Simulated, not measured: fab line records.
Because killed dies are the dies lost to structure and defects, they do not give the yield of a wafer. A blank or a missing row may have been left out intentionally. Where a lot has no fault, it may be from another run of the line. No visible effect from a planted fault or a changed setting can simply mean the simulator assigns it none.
Comparing a struck lot with a sound one / flow gf180mcu / 44 out of 602 route steps
Sound: wafers L735.1, L735.4, L735.6. Struck: wafers L743.3, L743.5 (left out: L743.2, a lot-mate that was not struck); the cause follows at the end.
At each step with rows: each side's tool, then ch and its chambers, then its first start. Under that, the readings that differ: sound wafers / struck wafers / difference of the means / sigmas: that difference in standard deviations of wafers without a fault.
alike: readings with means less than 2 such deviations apart, plus words and numbers identical on both sides. not compared: withheld readings, readings lacking a value on some wafer, bounds such as >300 that could conceal the same value, and numbers that have no deviation in the record and whose values overlap.
Wherever a step has rows on one side only, a row that says differs or no value, or a row with sigmas, the two part there. Numbers that don't overlap but have no deviation are shown without sigmas and don't part them. Lack of a reading on every wafer of one side parts them only where that side has two or more wafers.

first, 5 steps without rows for these wafers: GF_V1_STRIP_19 (strips in post etch residue remover, time 1200 s); GF_V1_CLEAN_20 (cleans in DIW); GF_V1_SPUTTER_21 (material Ti, target thk 15 nm, time 80.02 s); GF_V1_SPUTTER_22 (material TiN, target thk 10 nm, time 40 s); GF_V1_CVD_23 (deposits W, target thk 350 nm, time 105.05 s).
GF_V1_RS_MEAS_24: uses a four-point probe to measure.
  sound on film metro-03 at day 21 07:19; struck on film metro-02 at day 24 03:10
  alike: V1_W_RS
GF_V1_THK_MEAS_25: measures by xrf.
  sound on film metro-03 at day 21 07:26; struck on film metro-02 at day 24 03:16
  alike: V1_W_THK
GF_V1_CMP_26: polishes, stops on SiO2, t overpolish 15 s, target thk 0 nm.
  sound on cmp-01 ch 1,2,3, day 21 07:35; struck on cmp-01 ch 0, day 24 03:19
reading=motor current A (A); sound=9.1 10.4 9.0; struck=12.5 13.2; difference=+3.3; sigmas=+2
  alike: head pressure psi, overpolish run s, platen rpm, time to endpoint s
GF_M2_SPUTTER_00: material Ti, target thk 37.5 nm, time 150 s.
  sound on pvd sputter-04 at day 21 07:47; struck on pvd sputter-03 at day 24 03:37
  alike: substrate temp c, throttle valve pct
then, 2 steps without rows for these wafers: GF_M2_SPUTTER_01 (material TiN, target thk 30 nm, time 25 s); GF_M2_SPUTTER_02 (material AlCu, target thk 450 nm, time 23.9 s).
GF_M2_SPUTTER_03: material Ti, target thk 10 nm, time 6.7 s.
  sound on pvd sputter-04 at day 21 07:57; struck on pvd sputter-03 at day 24 03:47
  alike: substrate temp c, throttle valve pct
GF_M2_SPUTTER_04: material TiN, target thk 50 nm, time 41.7 s.
  sound on pvd sputter-04 at day 21 07:58; struck on pvd sputter-03 at day 24 03:48
reading=model.TiN_of_M2_SPUTTER_04.thk nm (nm); sound=50.21 50.39 50.22; struck=38.46 38.6; difference=-11.74; sigmas=
  alike: throttle valve pct
GF_M2_RS_MEAS_05: uses a four-point probe to measure.
  sound on film metro-02 at day 21 08:01; struck on film metro-04 at day 24 03:52
  alike: M2_ALCU_RS
GF_M2_THK_MEAS_06: measures by xrf.
  sound on film metro-02 at day 21 08:08; struck on film metro-04 at day 24 03:58
reading=M2_ALCU_THK (nm); sound=438 441 441; struck=452 454; difference=+13; sigmas=+3
then, 7 steps without rows for these wafers: GF_M2_DEHYDRATE_07 (time 60 s); GF_M2_HMDS_08 (prime time 60 s); GF_M2_COAT_09 (resist thk 1000 nm); GF_M2_SOFTBAKE_10 (time 60 s); GF_M2_EXPOSE_11 (exposes mask Metal2, target cd 280 nm); GF_M2_PEB_12 (peb time 90 s); GF_M2_DEVELOP_13 (develop time 60 s).
GF_M2_CD_MEAS_14: the cd target is 280 nm.
  sound on cd sem-01 at day 22 07:07; struck on cd sem-01 at day 25 01:37
  alike: cd nm
GF_M2_OVL_MEAS_15:
  sound on overlay-02 at day 22 07:14; struck on overlay-01 at day 25 01:43
  alike: M2_OVL
then, 1 step without rows for these wafers: GF_M2_METAL_ETCH_16 (etches the open film in Cl2/BCl3, stops on SiO2, target depth 627.5 nm, time 104.6 s).
GF_M2_STRIP_17: strips in O2/N2.
  sound on plasma asher-03 ch 0, day 22 07:23; struck on plasma asher-02 ch 0,1, day 25 01:52
reading=drypump motor current A (A); sound=5.4 5.4 5.4; struck=6.2 6.3; difference=+0.8; sigmas=+2
  alike: heater power w, oes product au, platen temp c, strip time to endpoint s
  not compared: rf hours counter h
then, 3 steps without rows for these wafers: GF_M2_STRIP_18 (strips in post etch residue remover, time 1200 s); GF_M2_CLEAN_19 (cleans in DIW); GF_V2_CVD_00 (deposits SiO2, target thk 600 nm, time 100 s).
GF_V2_THK_MEAS_01:
  sound on film metro-01 at day 22 07:59; struck on film metro-01 at day 25 02:28
  alike: V2_CVD_00_THK
GF_V2_CVD_02: deposits SiO2 from TEOS, target thk 850 nm, time 94.851 s.
  sound on pecvd-01 ch 0,1, day 22 08:02; struck on pecvd-03 ch 0,1, day 25 02:31
  alike: heater power w
GF_V2_THK_MEAS_03:
  sound on film metro-02 at day 22 08:07; struck on film metro-04 at day 25 02:36
  alike: V2_CVD_02_THK
then, 1 step without rows for these wafers: GF_V2_CMP_04 (polishes SiO2).
GF_V2_BOW_MEAS_05:
  sound on film metro-04 at day 22 08:28; struck on film metro-02 at day 25 02:58
  alike: V2_BOW
then, 8 steps without rows for these wafers: GF_V2_DEHYDRATE_06 (time 60 s); GF_V2_HMDS_07 (prime time 60 s); GF_V2_COAT_08; GF_V2_COAT_09 (resist thk 1000 nm); GF_V2_SOFTBAKE_10 (time 60 s); GF_V2_EXPOSE_11 (exposes mask Via2, target cd 260 nm); GF_V2_PEB_12 (peb time 90 s); GF_V2_DEVELOP_13 (develop time 60 s).
GF_V2_STRIP_19: strips in post etch residue remover, time 1200 s.
  sound on wet bench-01 ch 3, day 23 07:58; struck on wet bench-01 ch 1, day 26 01:00
reading=model.TiN_of_M2_SPUTTER_04.thk nm (nm); sound=49.36 49.54 49.37; struck=37.61 37.75; difference=-11.74; sigmas=
GF_PASSIVATION_PROBE_99:
  sound wafers here have rows in the record (prober-01, day 31 11:09); struck ones have none

== WHERE THEY PART ==
First at GF_V1_CMP_26; last, within this record, at GF_PASSIVATION_PROBE_99.

WHY: what the simulator had put in
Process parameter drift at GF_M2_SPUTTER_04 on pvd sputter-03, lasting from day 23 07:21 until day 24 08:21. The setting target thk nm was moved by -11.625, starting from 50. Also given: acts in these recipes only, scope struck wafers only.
